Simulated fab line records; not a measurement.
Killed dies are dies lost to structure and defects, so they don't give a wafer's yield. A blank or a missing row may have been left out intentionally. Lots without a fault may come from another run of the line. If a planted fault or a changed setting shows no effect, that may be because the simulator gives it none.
One fault through the eyes of 2 desks    flow sfq_line    each desk holds nothing but its own numbers, with what lay behind them at the end

AT THE TOOL OWNER'S DESK: pvd_sputter-04
The tool's own readings at SFQ_TRILAYER_M2_DEP_SPUTTER_055 (material Nb, target thk 200 nm, time 133.3 s): means of the sampled wafers that have a number, for each lot that ran on this tool. Marked OUT: a lot whose mean sits more than 4 standard deviations from the usual mean, which makes it out of limits; the brackets give that distance.
Columns: A = cathode_dc_power_W at SFQ_TRILAYER_M2_DEP_SPUTTER_055, usual 2000.0 W; B = throttle_valve_pct at SFQ_TRILAYER_M2_DEP_SPUTTER_055, usual 29.9 %
lot   first seen here  A                         B
L555  day 32 20:33     1754.2 (-99 or more) OUT  29.4
L558  day 33 10:57     1754.9 (-99 or more) OUT  29.8
L564  day 37 13:19     1999.8                    30.1
L567  day 38 10:12     2000.2                    29.8
L569  day 38 18:36     2000.2                    29.8
L570  day 39 03:00     2000.1                    30.1
L571  day 39 09:00     2000.0                    29.9
This desk's finding: out of limits on L555, L558; first on L555, day 32 20:33 (cathode_dc_power_W at SFQ_TRILAYER_M2_DEP_SPUTTER_055). L564, L567, L569, L570, L571: within limits.

FROM THE METROLOGY DESK
Lot by lot, what the gauges showed, no matter which tool ran the lot: averages of those sampled wafers that carry a number. Marked OUT: a lot whose mean sits more than 4 standard deviations from the usual mean, which makes it out of limits; the brackets give that distance.
Columns: A = M2_NB_RS at SFQ_M2_RS_MEAS_914, usual 0.889 ohm/sq; B = M5_OVL at SFQ_M5_OVL_MEAS_932, usual 1 nm
lot   first seen here  A                B
L548  day 25 11:02     0.894            4
L549  day 31 01:29     0.889            -0
L550  day 31 08:40     0.884            -1
L555  day 32 20:38     1.073 (+19) OUT  1
L558  day 33 11:04     1.060 (+17) OUT  -4
L562  day 36 14:38     0.884            -4
L564  day 37 13:26     0.906            2
L565  day 37 14:38     0.888            -13
L566  day 37 22:20     0.901            -7
L567  day 38 10:18     0.883            5
L568  day 38 12:43     0.883            -2
L569  day 38 18:42     0.884            -1
L570  day 39 03:07     0.886            6
L571  day 39 09:08     0.884            4
This desk's result: L555, L558 out of limits, first on L555 (M2_NB_RS at SFQ_M2_RS_MEAS_914), day 32 20:38. L548, L549, L550, L562, L564, L565, L566, L567, L568, L569, L570, L571: within limits.

PUT TOGETHER
On L555, L558, at day 32 20:33, an alarm was possible from the tool owner's desk.
On L555, L558, the metrology desk was in a position to raise an alarm at day 32 20:38.
On pvd_sputter-04, each named lot ran SFQ_TRILAYER_M2_DEP_SPUTTER_055.

WHAT THE SIMULATOR HAD INSERTED
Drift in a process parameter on pvd_sputter-04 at SFQ_TRILAYER_M2_DEP_SPUTTER_055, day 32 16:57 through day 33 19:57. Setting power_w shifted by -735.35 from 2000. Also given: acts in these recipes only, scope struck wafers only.
Shown lots that were struck: L555, L558.
Delay (hours) between the fault's onset and each desk's first out-of-limits reading: 4 at the tool owner's desk, 4 at the metrology desk.
